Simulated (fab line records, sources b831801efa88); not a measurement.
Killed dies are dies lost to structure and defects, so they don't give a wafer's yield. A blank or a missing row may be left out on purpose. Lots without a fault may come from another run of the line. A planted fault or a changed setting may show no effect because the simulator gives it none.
Which tool did it? | flow gf180mcu | 13 lots, 37 wafers sampled, at 6 steps of a route of 602

WHAT THE GAUGES READ, wafer by wafer
GF_PSD_RS_MEAS_14: measures by four-point-probe. Usual: NSD_RS 46.10 ohm/sq, standard deviation 0.077.
lot  | measured     | on            | NSD_RS (ohm/sq)   | flag
L795 | day 13 17:29 | film_metro-02 | 46.14 46.16 46.19 |
L798 | day 15 14:20 | film_metro-03 | 46.05 46.02 46.23 |
L799 | day 16 04:12 | film_metro-03 | 46.10 46.08 46.01 |
L802 | day 16 20:58 | film_metro-01 | 46.13 45.99 45.97 |
L804 | day 17 13:44 | film_metro-02 | 46.17 46.25 46.19 |
L805 | day 18 06:22 | film_metro-01 | 46.08 46.12 46.06 |
L806 | day 18 15:49 | film_metro-01 | 46.08 46.06 46.05 |
L808 | day 18 19:41 | film_metro-01 | 46.03 46.03 45.94 |
L807 | day 18 22:07 | film_metro-01 | 46.10 46.13 46.29 |
L809 | day 19 17:52 | film_metro-02 | 46.21 45.08 46.14 | OFF
L810 | day 20 00:57 | film_metro-03 | 46.12 45.03       | OFF
L811 | day 20 03:01 | film_metro-02 | 46.11 44.95       | OFF
L818 | day 22 06:20 | film_metro-03 | 46.00 45.98 46.00 |

GF_V1_RS_MEAS_24: measures by four-point-probe. Usual: V1_W_RS 0.326 ohm/sq, standard deviation 0.0043.
lot  | measured     | on            | V1_W_RS (ohm/sq)  | flag
L795 | day 17 14:50 | film_metro-02 | 0.326 0.332 0.330 |
L798 | day 19 17:52 | film_metro-03 | 0.317 0.325 0.324 |
L799 | day 20 09:30 | film_metro-04 | 0.326 0.328 0.328 |
L802 | day 21 03:44 | film_metro-04 | 0.327 0.328 0.323 |
L804 | day 21 19:53 | film_metro-04 | 0.325 0.327 0.319 |
L805 | day 22 14:18 | film_metro-02 | 0.318 0.319 0.330 |
L806 | day 22 23:17 | film_metro-02 | 0.331 0.323 0.330 |
L808 | day 23 01:42 | film_metro-04 | 0.323 0.320 0.326 |
L807 | day 23 05:52 | film_metro-02 | 0.326 0.328 0.331 |
L809 | day 23 22:22 | film_metro-04 | 0.331 0.331 0.332 |
L810 | day 24 04:26 | film_metro-02 | 0.328 0.331       |
L811 | day 24 06:39 | film_metro-04 | 0.332 0.331       |
L818 | day 26 04:49 | film_metro-02 | 0.320 0.319 0.319 |

GF_M3_CD_MEAS_14: target cd 280 nm. Usual: cd_nm 280.1 nm, standard deviation 0.95.
lot  | measured     | on        | cd_nm (nm)        | flag
L795 | day 20 19:28 | cd_sem-02 | 279.1 279.0 278.9 |
L798 | day 22 21:01 | cd_sem-01 | 281.2 280.1 279.9 |
L799 | day 23 12:34 | cd_sem-02 | 280.3 281.0 280.8 |
L802 | day 24 04:52 | cd_sem-02 | 280.9 280.6 280.1 |
L804 | day 24 19:46 | cd_sem-02 | 280.0 278.6 277.4 |
L805 | day 25 13:01 | cd_sem-02 | 281.4 281.2 281.7 |
L806 | day 25 21:46 | cd_sem-02 | 280.8 281.2 280.9 |
L808 | day 26 02:14 | cd_sem-02 | 279.3 279.5 279.5 |
L807 | day 26 03:00 | cd_sem-02 | 281.3 281.7 280.1 |
L809 | day 26 18:05 | cd_sem-02 | 281.5 279.6 279.8 |
L810 | day 27 03:05 | cd_sem-01 | 279.0 279.2       |
L811 | day 27 03:28 | cd_sem-01 | 279.2 278.8       |
L818 | day 28 20:55 | cd_sem-02 | 280.5 280.4 279.6 |

GF_V3_THK_MEAS_01. Usual: V3_CVD_00_THK 604 nm, standard deviation 6.4.
lot  | measured     | on            | V3_CVD_00_THK (nm) | flag
L795 | day 20 20:22 | film_metro-02 | 611 613 610        |
L798 | day 22 22:03 | film_metro-02 | 601 612 597        |
L799 | day 23 13:28 | film_metro-04 | 600 614 600        |
L802 | day 24 05:46 | film_metro-02 | 603 606 618        |
L804 | day 24 20:44 | film_metro-04 | 598 596 588        |
L805 | day 25 13:55 | film_metro-02 | 601 601 590        |
L806 | day 25 22:42 | film_metro-03 | 608 611 608        |
L808 | day 26 03:08 | film_metro-03 | 602 603 602        |
L807 | day 26 03:52 | film_metro-02 | 604 612 598        |
L809 | day 26 18:58 | film_metro-02 | 616 608 618        |
L810 | day 27 03:58 | film_metro-04 | 598 606            |
L811 | day 27 04:20 | film_metro-02 | 592 603            |
L818 | day 28 21:49 | film_metro-02 | 606 608 609        |

WHICH TOOL RAN EACH LOT (tool, then ch and the chambers of the sampled wafers, then the start)
lot  | GF_NSD_IMPLANT_09               | GF_NSD_STRIP_11
L795 | implanter-03 ch 0, day 12 21:17 | plasma_asher-03 ch 0,1, day 12 21:35
L798 | implanter-04 ch 0, day 14 16:29 | plasma_asher-04 ch 0,1, day 14 16:47
L799 | implanter-02 ch 0, day 15 06:05 | plasma_asher-03 ch 1, day 15 06:23
L802 | implanter-02 ch 0, day 15 21:32 | plasma_asher-04 ch 0,1, day 15 21:49
L804 | implanter-02 ch 0, day 16 13:47 | plasma_asher-03 ch 0,1, day 16 14:05
L805 | implanter-02 ch 0, day 17 06:05 | plasma_asher-02 ch 0,1, day 17 06:22
L806 | implanter-03 ch 0, day 17 15:47 | plasma_asher-02 ch 0,1, day 17 16:05
L808 | implanter-03 ch 0, day 17 18:39 | plasma_asher-03 ch 0,1, day 17 18:56
L807 | implanter-02 ch 0, day 17 20:51 | plasma_asher-04 ch 0,1, day 17 21:07
L809 | implanter-03 ch 0, day 18 15:57 | plasma_asher-02 ch 0,1, day 18 16:14
L810 | implanter-03 ch 0, day 18 23:18 | plasma_asher-02 ch 0,1, day 18 23:35
L811 | implanter-03 ch 0, day 19 01:15 | plasma_asher-04 ch 0, day 19 01:32
L818 | implanter-03 ch 0, day 21 05:50 | plasma_asher-03 ch 0,1, day 21 06:08
- GF_NSD_IMPLANT_09
- GF_NSD_STRIP_11: strips in O2/N2.

WHAT THE TOOLS THEMSELVES READ (means of the sampled wafers that have a number; where no wafer has one, the mark that the record gives instead)
GF_NSD_IMPLANT_09. Usual: beam_on_s 17.9 s, standard deviation 0.36; faraday_current_uA 12251, standard deviation 250.
lot  | tool         | beam_on_s (s) | faraday_current_uA | flag
L795 | implanter-03 | 17.9          | 12240              |
L798 | implanter-04 | 17.7          | 12352              |
L799 | implanter-02 | 17.9          | 12250              |
L802 | implanter-02 | 17.9          | 12222              |
L804 | implanter-02 | 18.0          | 12158              |
L805 | implanter-02 | 17.8          | 12317              |
L806 | implanter-03 | 18.4          | 11899              |
L808 | implanter-03 | 17.7          | 12402              |
L807 | implanter-02 | 18.1          | 12125              |
L809 | implanter-03 | 19.8          | 11156              | OFF
L810 | implanter-03 | 19.9          | 11238              | OFF
L811 | implanter-03 | 19.9          | 11128              | OFF
L818 | implanter-03 | 18.0          | 12193              |

GF_NSD_STRIP_11. Usual: drypump_motor_current_A 6.0 A, standard deviation 0.52; heater_power_w 347 W, standard deviation 31; oes_product_au 0.486 a.u., standard deviation 0.0045; strip_time_to_endpoint_s 22.94 s, standard deviation 0.036.
lot  | tool            | drypump_motor_current_A (A) | heater_power_w (W) | oes_product_au (a.u.) | strip_time_to_endpoint_s (s) | flag
L795 | plasma_asher-03 | 6.6                         | 320                | 0.486                 | 22.95                        |
L798 | plasma_asher-04 | 6.1                         | 373                | 0.486                 | 22.93                        |
L799 | plasma_asher-03 | 6.5                         | 347                | 0.488                 | 22.85                        |
L802 | plasma_asher-04 | 6.1                         | 379                | 0.488                 | 23.00                        |
L804 | plasma_asher-03 | 6.6                         | 332                | 0.487                 | 22.92                        |
L805 | plasma_asher-02 | 5.7                         | 360                | 0.487                 | 22.99                        |
L806 | plasma_asher-02 | 5.7                         | 339                | 0.489                 | 22.95                        |
L808 | plasma_asher-03 | 6.6                         | 330                | 0.488                 | 22.97                        |
L807 | plasma_asher-04 | 6.1                         | 371                | 0.488                 | 22.90                        |
L809 | plasma_asher-02 | 5.7                         | 334                | 0.482                 | 23.19                        | OFF
L810 | plasma_asher-02 | 5.7                         | 343                | 0.488                 | 23.34                        | OFF
L811 | plasma_asher-04 | 5.3                         | 332                | 0.482                 | 23.34                        | OFF
L818 | plasma_asher-03 | 6.6                         | 335                | 0.484                 | 22.94                        |

THE ANSWER, worked out from the rows above alone
Rule: a lot is off if the mean of its wafers that have a number lies more than 3 standard deviations from the usual mean. A lot without any number at a reading at which 4 lots or more have one is off too. The other lots that the step has rows for count as sound. The gauges are gone through in route order, then the tools' own readings, and for those a lot's mean is taken as printed above. The first step at which some lot is off is used, and at that step the reading that is off furthest; a lot without a number counts as furthest.
Off: L809, L810, L811, at GF_PSD_RS_MEAS_14 (NSD_RS).
A tool fits if, at a process step before that reading, it ran every lot that is off, and no sound lot after the first of them. The gauges at GF_PSD_RS_MEAS_14 aren't tried: what is off there is off at GF_NSD_IMPLANT_09 too, on other tools, and a gauge's error can't cause that. None of those tried fits.

WHAT THE SIMULATOR HAD PUT IN
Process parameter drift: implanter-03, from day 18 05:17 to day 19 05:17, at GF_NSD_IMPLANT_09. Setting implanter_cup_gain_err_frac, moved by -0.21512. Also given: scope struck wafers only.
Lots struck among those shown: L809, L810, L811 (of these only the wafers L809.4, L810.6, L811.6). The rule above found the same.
